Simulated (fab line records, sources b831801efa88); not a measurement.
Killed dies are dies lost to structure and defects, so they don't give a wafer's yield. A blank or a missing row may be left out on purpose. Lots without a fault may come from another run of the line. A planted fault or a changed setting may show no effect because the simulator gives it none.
Chamber matching | flow sky130 | SKY_VIA3_CMP_24 on cmp-02: 4 sister chambers
The step polishes, stops on SiO2, t overpolish 20 s, target thk 0 nm. 4 wafers are shown with their chamber, then 10 later ones without.

WAFERS WITH THEIR CHAMBER
wafer  | chamber | motor_current_A (A)
L086.2 | 0       | 12.0
L086.4 | 1       | 10.1
L086.6 | 2       | 12.2
L089.5 | 3       | 9.9

WAFERS WITHOUT THEIR CHAMBER
wafer  | motor_current_A (A)
L089.6 | 11.8
L090.1 | 11.8
L090.4 | 9.9
L090.5 | 10.1
L091.2 | 12.7
L091.4 | 11.6
L091.5 | 11.9
L094.1 | 10.1
L094.2 | 12.1
L094.5 | 9.4

WHICH CHAMBER EACH WENT THROUGH
wafer  | from the rows above     | in truth
L089.6 | can't be placed: 0 or 2 | 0
L090.1 | can't be placed: 0 or 2 | 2
L090.4 | can't be placed: 3 or 1 | 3
L090.5 | can't be placed: 1 or 3 | 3
L091.2 | can't be placed: 2 or 0 | 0
L091.4 | can't be placed: 0 or 2 | 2
L091.5 | can't be placed: 0 or 2 | 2
L094.1 | can't be placed: 1 or 3 | 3
L094.2 | can't be placed: 0 or 2 | 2
L094.5 | can't be placed: 3 or 1 | 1
Placed correctly: 0 of 10. Can't be placed from these rows: 10 (the true chamber is among the candidates in 10). Placed wrongly: 0.
How it was worked out, from the rows above alone: a wafer's distance from a chamber is the root of the sum, over the readings, of the square of ((its reading less the chamber's mean) divided by the reading's scatter). The wafer belongs to the nearest chamber; if the next one is less than 2 further off, it can't be placed. A chamber's mean is the mean of its shown wafers. The scatter: with one shown wafer a chamber, the root of the mean of the squares of how far each hidden wafer lies from its nearest shown one.
